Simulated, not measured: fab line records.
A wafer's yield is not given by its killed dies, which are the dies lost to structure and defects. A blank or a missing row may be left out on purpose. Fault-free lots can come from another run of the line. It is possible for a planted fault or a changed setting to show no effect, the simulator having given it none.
fab line records -- flow sky130
[record] lots = 12, wafers = 36, last_day = 51
route steps=708 shown LOCAL_INTERCONNECT@393 CONTACT@431 METAL1@437
lots with no fault: from the same line, run without faults
start_h: the number of hours between the record's first day and the start of the first shown wafer of the lot -- wait_h: hours from the lot's prior step to this one -- " as in the row above -- L1.1+2: a single row standing in for several wafers -- - no value, or no start was given -- * or withheld: withheld -- < > ~ a bound
route shown NAME@n: a module of which the file shows steps, and the number in the route of the first -- usual: mean and standard deviation over wafers with no fault -- same: alike in all rows -- chamber/n: place in a boat -- sites: each site's reading -- _std_site: standard deviation across them -- _edge_site: inner sites' mean taken away from outer sites' mean -- radius_mm: for every site, how far away it sits from the centre of the wafer -- mask NAME#n: copy n -- behind: the tool/chamber that last shaped the wafer -- hold: cause of the lot's hold/its duration in hours/its outcome -- device: the transistor (n, p or np) that didn't switch -- end of line: the same wafers' tests at the end of the route -- where a step has no rows: the recipe by itself -- killed: the dies lost at the first sort to structure and to defects; this is not the yield of the wafer -- map: a wafer's dies, marking killed ones x, the rest . and places with no die _
set.NAME: the setting the step ran with; set.NAME@STEP: the setting that earlier step ran with -- model.NAME: the simulator's own value behind a step, which no gauge read
the route's steps for a sample of lots (tables are steps, rows are wafers)
services: when a tool's chamber went out of use (start_h, in hours from the record's first day, below 0 if earlier), for how many hours, and the reason
[[steps]]
[step SKY_LOCAL_INTERCONNECT_COAT_06]
[recipe] resist = KrF-thick, spin_rpm = 3000, resist_thk_nm = 450
lot.wafer,tool,chamber,start_h,wait_h
L273.1+3+6,litho_track-02,0,699,-
L274.4+5+6,litho_track-04,0,703,-
L275.1+5+6,litho_track-04,0,710,-
L279.2+3+6,litho_track-02,0,754,-
L278.3+5+6,litho_track-04,0,755,-
L281.2+3+4,litho_track-01,0,768,-
L282.2+5+6,litho_track-04,0,776,-
L283.1+4+6,litho_track-04,0,779,-
L284.2+4+5,litho_track-04,0,787,-
L285.1+2+5,litho_track-04,0,791,-
L286.1+3+5,litho_track-04,0,798,-
L295.2+3+5,litho_track-01,0,888,-
[step SKY_LOCAL_INTERCONNECT_STRIP_15]
[recipe] chemistry = O2/N2, power_w = 1400, pressure_mtorr = 1500, platen_temp_c = withheld, o2_flow_sccm = 3000, n2_flow_sccm = 300, overash_fraction = 0.5
[usual] drypump_motor_current_A = 5.9/0.37, o2_flow_sccm = 3001/8.7, oes_product_au = 0.426/0.0045, strip_time_to_endpoint_s = 4.721/0.024
[same] overash_fraction = 0.5
lot.wafer,tool,chamber,start_h,wait_h,drypump_motor_current_A,o2_flow_sccm,oes_product_au,rf_hours_counter_h,strip_time_to_endpoint_s
L273.1,plasma_asher-01,0,714.39,0.1,5.5,3019,0.424,29,4.701
L273.3,plasma_asher-01,1,714.39,0.1,6.3,2994,0.425,-,4.692
L273.6,plasma_asher-01,0,714.39,0.1,5.5,3003,0.428,-,4.702
L274.4,plasma_asher-03,1,717.62,0.1,5.6,3003,0.428,-,4.735
L274.5,plasma_asher-03,1,717.62,0.1,5.6,3017,0.428,-,4.735
L274.6,plasma_asher-03,0,717.62,0.1,6.3,2996,0.422,-,4.712
L275.1,plasma_asher-03,1,723.98,0.0,5.6,2991,0.427,91,4.719
L275.5,plasma_asher-03,1,723.98,0.0,5.6,2994,0.432,-,4.736
L275.6,plasma_asher-03,0,723.98,0.0,6.3,3000,0.425,-,4.740
L279.2,plasma_asher-03,0,768.64,0.0,6.3,2992,0.436,96,4.721
L279.3,plasma_asher-03,1,768.64,0.0,5.6,3017,0.427,-,4.764
L279.6,plasma_asher-03,1,768.64,0.0,5.6,3004,0.425,-,4.727
L278.3,plasma_asher-01,0,769.38,0.1,5.5,3004,0.419,-,4.730
L278.5,plasma_asher-01,1,769.38,0.1,6.3,3013,0.431,-,4.745
L278.6,plasma_asher-01,0,769.38,0.1,5.5,2993,0.427,-,4.713
L281.2,plasma_asher-04,1,781.69,0.0,5.3,2990,0.430,4,4.690
L281.3,plasma_asher-04,1,781.69,0.0,5.3,3006,0.426,-,4.698
L281.4,plasma_asher-04,0,781.69,0.0,5.9,3005,0.419,-,4.694
L282.2,plasma_asher-01,0,790.39,0.0,5.5,2996,0.427,37,4.709
L282.5,plasma_asher-01,1,790.39,0.0,6.2,3005,0.428,-,4.712
L282.6,plasma_asher-01,0,790.39,0.0,5.5,2998,0.421,-,4.700
L283.1,plasma_asher-01,1,793.24,0.0,6.2,3009,0.424,37,4.725
L283.4,plasma_asher-01,0,793.24,0.0,5.5,3015,0.430,-,4.733
L283.6,plasma_asher-01,1,793.24,0.0,6.3,3000,0.421,-,4.713
L284.2,plasma_asher-03,0,801.39,0.0,6.3,2997,0.413,99,4.231
L284.4,plasma_asher-03,1,801.39,0.0,5.6,2985,0.406,-,4.240
L284.5,plasma_asher-03,1,801.39,0.0,5.6,3003,0.404,-,4.237
L285.1,plasma_asher-01,1,805.38,0.0,6.3,2992,0.396,39,4.180
L285.2,plasma_asher-01,0,805.38,0.0,5.5,2985,0.394,39,4.188
L285.5,plasma_asher-01,0,805.38,0.0,5.5,3009,0.400,-,4.191
L286.1,plasma_asher-04,0,812.68,0.0,5.9,3018,0.402,7,4.206
L286.3,plasma_asher-04,1,812.68,0.0,5.3,3004,0.398,-,4.234
L286.5,plasma_asher-04,0,812.68,0.0,5.9,2998,0.406,-,4.236
L295.2,plasma_asher-03,0,902.35,0.0,6.3,3012,0.426,110,4.734
L295.3,plasma_asher-03,1,902.35,0.0,5.6,3002,0.425,-,4.708
L295.5,plasma_asher-03,1,902.35,0.0,5.6,2994,0.428,-,4.699
[step SKY_CONTACT_RS_MEAS_25]
[recipe] thk_meas_gauge = four-point-probe, reads = W_of_CONTACT_CVD_24+TiN_of_CONTACT_SPUTTER_23
[usual] CONTACT_W_RS = 0.339/0.0046
lot.wafer,tool,chamber,start_h,wait_h,CONTACT_W_RS[ohm/sq]
L273.1,film_metro-04,-,744.33,0.1,0.340
L273.3,film_metro-04,-,744.33,0.1,0.343
L273.6,film_metro-04,-,744.33,0.1,0.343
L274.4,film_metro-02,-,747.05,0.1,0.334
L274.5,film_metro-02,-,747.05,0.1,0.339
L274.6,film_metro-02,-,747.05,0.1,0.333
L275.1,film_metro-04,-,754.34,0.1,0.336
L275.5,film_metro-04,-,754.34,0.1,0.337
L275.6,film_metro-04,-,754.34,0.1,0.341
L279.2,film_metro-01,-,796.65,0.1,0.340
L279.3,film_metro-01,-,796.65,0.1,0.334
L279.6,film_metro-01,-,796.65,0.1,0.336
L278.3,film_metro-02,-,797.74,0.1,0.338
L278.5,film_metro-02,-,797.74,0.1,0.340
L278.6,film_metro-02,-,797.74,0.1,0.341
L281.2,film_metro-01,-,809.86,0.1,0.341
L281.3,film_metro-01,-,809.86,0.1,0.342
L281.4,film_metro-01,-,809.86,0.1,0.338
L282.2,film_metro-02,-,819.68,0.1,0.344
L282.5,film_metro-02,-,819.68,0.1,0.329
L282.6,film_metro-02,-,819.68,0.1,0.342
L283.1,film_metro-01,-,821.58,0.1,0.338
L283.4,film_metro-01,-,821.58,0.1,0.327
L283.6,film_metro-01,-,821.58,0.1,0.342
L284.2,film_metro-01,-,830.11,0.1,0.338
L284.4,film_metro-01,-,830.11,0.1,0.338
L284.5,film_metro-01,-,830.11,0.1,0.334
L285.1,film_metro-01,-,834.01,0.1,0.336
L285.2,film_metro-01,-,834.01,0.1,0.339
L285.5,film_metro-01,-,834.01,0.1,0.332
L286.1,film_metro-02,-,841.16,0.1,0.340
L286.3,film_metro-02,-,841.16,0.1,0.348
L286.5,film_metro-02,-,841.16,0.1,0.345
L295.2,film_metro-01,-,929.78,0.1,0.345
L295.3,film_metro-01,-,929.78,0.1,0.342
L295.5,film_metro-01,-,929.78,0.1,0.337
[step SKY_METAL1_SPUTTER_03]
[recipe] material = Ti, target_thk_nm = 5, power_w = 3000, time_s = 3.3, chamber_pressure_pa = 0.4
[usual] throttle_valve_pct = 30.0/0.98
lot.wafer,tool,chamber,start_h,wait_h,throttle_valve_pct
L273.1,pvd_sputter-01,-,744.91,0.0,31.1
L273.3,pvd_sputter-01,-,744.91,0.0,30.5
L273.6,pvd_sputter-01,-,744.91,0.0,30.0
L274.4,pvd_sputter-01,-,747.55,0.0,31.4
L274.5,pvd_sputter-01,-,747.55,0.0,30.8
L274.6,pvd_sputter-01,-,747.55,0.0,30.6
L275.1,pvd_sputter-01,-,755.60,0.0,30.9
L275.5,pvd_sputter-01,-,755.60,0.0,31.2
L275.6,pvd_sputter-01,-,755.60,0.0,30.2
L279.2,pvd_sputter-01,-,797.18,0.0,29.7
L279.3,pvd_sputter-01,-,797.18,0.0,30.3
L279.6,pvd_sputter-01,-,797.18,0.0,30.2
L278.3,pvd_sputter-04,-,798.25,0.0,32.6
L278.5,pvd_sputter-04,-,798.25,0.0,28.8
L278.6,pvd_sputter-04,-,798.25,0.0,29.1
L281.2,pvd_sputter-03,-,810.39,0.0,29.8
L281.3,pvd_sputter-03,-,810.39,0.0,28.6
L281.4,pvd_sputter-03,-,810.39,0.0,29.3
L282.2,pvd_sputter-01,-,820.22,0.0,30.9
L282.5,pvd_sputter-01,-,820.22,0.0,30.9
L282.6,pvd_sputter-01,-,820.22,0.0,29.8
L283.1,pvd_sputter-04,-,822.13,0.0,29.1
L283.4,pvd_sputter-04,-,822.13,0.0,29.2
L283.6,pvd_sputter-04,-,822.13,0.0,29.2
L284.2,pvd_sputter-04,-,830.64,0.0,30.7
L284.4,pvd_sputter-04,-,830.64,0.0,29.2
L284.5,pvd_sputter-04,-,830.64,0.0,29.2
L285.1,pvd_sputter-04,-,834.56,0.0,29.4
L285.2,pvd_sputter-04,-,834.56,0.0,30.6
L285.5,pvd_sputter-04,-,834.56,0.0,29.1
L286.1,pvd_sputter-04,-,841.71,0.0,29.3
L286.3,pvd_sputter-04,-,841.71,0.0,30.6
L286.5,pvd_sputter-04,-,841.71,0.0,30.6
L295.2,pvd_sputter-01,-,930.31,0.0,30.4
L295.3,pvd_sputter-01,-,930.31,0.0,31.0
L295.5,pvd_sputter-01,-,930.31,0.0,30.3
[step SKY_METAL1_DESCUM_17]
[recipe] chemistry = O2, source_power_w = 150, bias_power_w = 0, pressure_mtorr = 10, temp_c = 40, time_s = 8
[usual] drypump_motor_current_A = 5.4/0.35, oes_product_au = 0.995/0.0097
lot.wafer,tool,chamber,start_h,wait_h,drypump_motor_current_A,oes_product_au,rf_hours_counter_h
L273.1,rie_metal-03,0,771.71,0.0,5.0,1.000,1
L273.3,rie_metal-03,0,771.71,0.0,5.0,0.989,-
L273.6,rie_metal-03,0,771.71,0.0,5.0,0.990,-
L274.4,rie_metal-03,0,775.17,0.0,5.0,0.992,-
L274.5,rie_metal-03,0,775.17,0.0,5.0,0.988,-
L274.6,rie_metal-03,0,775.17,0.0,5.0,0.986,-
L275.1,rie_metal-02,1,782.66,0.0,5.1,1.000,2
L275.5,rie_metal-02,0,782.66,0.0,5.3,0.998,-
L275.6,rie_metal-02,1,782.66,0.0,5.1,1.008,-
L279.2,rie_metal-02,1,824.04,0.0,5.1,1.007,4
L279.3,rie_metal-02,1,824.04,0.0,5.1,1.006,-
L279.6,rie_metal-02,0,824.04,0.0,5.3,0.998,-
L278.3,rie_metal-01,0,825.55,0.0,5.7,0.983,-
L278.5,rie_metal-01,1,825.55,0.0,6.1,0.990,-
L278.6,rie_metal-01,0,825.55,0.0,5.6,0.982,-
L281.2,rie_metal-03,0,837.59,0.0,5.0,0.995,4
L281.3,rie_metal-03,1,837.59,0.0,5.5,0.986,-
L281.4,rie_metal-03,0,837.59,0.0,5.0,0.994,-
L282.2,rie_metal-03,0,846.44,0.0,5.1,0.994,4
L282.5,rie_metal-03,1,846.44,0.0,5.5,0.987,-
L282.6,rie_metal-03,0,846.44,0.0,5.0,0.987,-
L283.1,rie_metal-03,1,848.46,0.0,5.5,0.996,1
L283.4,rie_metal-03,1,848.46,0.0,5.5,1.002,-
L283.6,rie_metal-03,0,848.46,0.0,5.0,0.991,-
L284.2,rie_metal-02,0,856.56,0.0,5.3,0.997,7
L284.4,rie_metal-02,1,856.56,0.0,5.1,0.999,-
L284.5,rie_metal-02,0,856.56,0.0,5.3,0.997,-
L285.1,rie_metal-03,0,860.44,0.0,5.0,0.987,5
L285.2,rie_metal-03,1,860.44,0.0,5.5,0.987,2
L285.5,rie_metal-03,0,860.44,0.0,5.1,1.000,-
L286.1,rie_metal-03,0,868.66,0.0,5.0,0.991,5
L286.3,rie_metal-03,1,868.66,0.0,5.5,0.979,-
L286.5,rie_metal-03,1,868.66,0.0,5.5,0.985,-
L295.2,rie_metal-02,1,954.61,0.0,5.1,0.994,8
L295.3,rie_metal-02,1,954.61,0.0,5.1,1.012,-
L295.5,rie_metal-02,1,954.61,0.0,5.1,1.001,-
[[services]]
tool,chamber,start_h,hours,kind
pvd_sputter-04,-,679.68,14.6,repair
plasma_asher-03,-,695.32,1.9,repair
pvd_sputter-04,-,711.64,2.6,repair
rie_metal-03,0,724.88,-,clean
plasma_asher-04,-,733.75,9.0,pm
pvd_sputter-04,-,742.45,4.5,repair
rie_metal-02,-,760.79,2.8,pm
rie_metal-03,1,766.16,9.4,repair
pvd_sputter-01,-,778.43,4.8,repair
plasma_asher-03,-,791.60,4.0,repair
rie_metal-03,0,817.27,5.3,repair
plasma_asher-04,-,817.53,14.6,pm
pvd_sputter-01,-,830.32,6.7,repair
plasma_asher-04,-,838.07,0.9,repair
pvd_sputter-01,-,848.58,1.0,repair
pvd_sputter-03,-,849.68,2.0,repair
pvd_sputter-01,-,853.10,0.7,repair
pvd_sputter-01,-,882.44,2.7,repair
plasma_asher-04,-,900.02,9.3,repair
rie_metal-02,0,905.12,13.0,repair
rie_metal-03,1,909.85,18.4,repair
rie_metal-02,1,915.07,13.8,repair
rie_metal-02,0,944.98,5.0,repair
plasma_asher-01,-,948.41,1.1,repair
[[key]]
[first_sign] step = SKY_LOCAL_INTERCONNECT_STRIP_15, reading = strip_time_to_endpoint_s, direction = down, sigmas = 21, usual = *, struck = *
[effect] step = SKY_LOCAL_INTERCONNECT_STRIP_15, reading = oes_product_au, direction = down, sigmas = 5.3, usual = 0.426, struck = 0.402
met_at SKY_LOCAL_INTERCONNECT_COAT_06
struck_lots L284,L285,L286
tester_left_out L284,L285,L286
not_acting_at SKY_CONTACT_RS_MEAS_25,SKY_METAL1_SPUTTER_03,SKY_METAL1_DESCUM_17
onset_between 779 787
[fault] kind = process_parameter_drift, tool = litho_track-04, chamber = -, onset_h = 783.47, steps = SKY_LOCAL_INTERCONNECT_COAT_06, channel = resist_thk_nm, offset = -50.237, shape = step, end_h = 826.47, acts_in = these_recipes_only, stated = 450
// tester_left_out: of these lots the tester's yield and bins aren't shown, on N5 and GAA mostly nor the transistor test; their killed dies are dies lost to structure and defects alone, not to doping, threshold or leakage, so they don't give the yield
